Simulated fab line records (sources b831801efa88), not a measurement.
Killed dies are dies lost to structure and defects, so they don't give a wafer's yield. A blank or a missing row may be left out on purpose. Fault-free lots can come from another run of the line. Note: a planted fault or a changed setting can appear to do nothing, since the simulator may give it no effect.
Matching of chambers || flow gf180mcu || GF_V3_ETCH_16 on rie diel-02 has 4 sister chambers
The step etches BARC in N2/H2. 4 wafers are shown with their chamber, then 11 later ones without.

WAFERS PAIRED WITH THEIR CHAMBERS
{"wafer": "L083.6", "chamber": 0, "drypump motor current A (A)": 5.66}
{"wafer": "L086.1", "chamber": 2, "drypump motor current A (A)": 5.77}
{"wafer": "L086.2", "chamber": 1, "drypump motor current A (A)": 6.02}
{"wafer": "L089.1", "chamber": 3, "drypump motor current A (A)": 5.73}

WAFERS WHOSE CHAMBER IS MISSING
{"wafer": "L089.5", "drypump motor current A (A)": 6.01}
{"wafer": "L089.6", "drypump motor current A (A)": 5.74}
{"wafer": "L090.2", "drypump motor current A (A)": 5.96}
{"wafer": "L090.3", "drypump motor current A (A)": 5.74}
{"wafer": "L090.6", "drypump motor current A (A)": 5.99}
{"wafer": "L091.3", "drypump motor current A (A)": 5.68}
{"wafer": "L091.4", "drypump motor current A (A)": 6.02}
{"wafer": "L091.6", "drypump motor current A (A)": 5.68}
{"wafer": "L095.1", "drypump motor current A (A)": 5.99}
{"wafer": "L095.4", "drypump motor current A (A)": 5.66}
{"wafer": "L095.6", "drypump motor current A (A)": 5.67}

THE CHAMBER EACH PASSED THROUGH
{"wafer": "L089.5", "from the rows above": 1, "in truth": 1}
{"wafer": "L089.6", "from the rows above": "can't be placed: 3 or 2", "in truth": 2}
{"wafer": "L090.2", "from the rows above": 1, "in truth": 1}
{"wafer": "L090.3", "from the rows above": "can't be placed: 3 or 2", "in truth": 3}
{"wafer": "L090.6", "from the rows above": 1, "in truth": 1}
{"wafer": "L091.3", "from the rows above": "can't be placed: 0 or 3", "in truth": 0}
{"wafer": "L091.4", "from the rows above": 1, "in truth": 1}
{"wafer": "L091.6", "from the rows above": "can't be placed: 0 or 3", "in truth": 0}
{"wafer": "L095.1", "from the rows above": 1, "in truth": 1}
{"wafer": "L095.4", "from the rows above": 0, "in truth": 0}
{"wafer": "L095.6", "from the rows above": 0, "in truth": 0}
7 of 11 placed correctly. Can't be placed from these rows: 4 (the true chamber is among the candidates in 4). Wrongly placed: 0.
How it was worked out, from the rows above alone: a wafer's distance from a chamber is the root of the sum, over the readings, of the square of ((its reading less the chamber's mean) divided by the reading's scatter). The wafer belongs to the nearest chamber; if the next one is less than 2 further off, it can't be placed. The mean given for a chamber averages the wafers shown for that chamber. The scatter (one wafer shown for each chamber): square how far every hidden wafer sits from the nearest shown wafer, average those squares and take the square root.
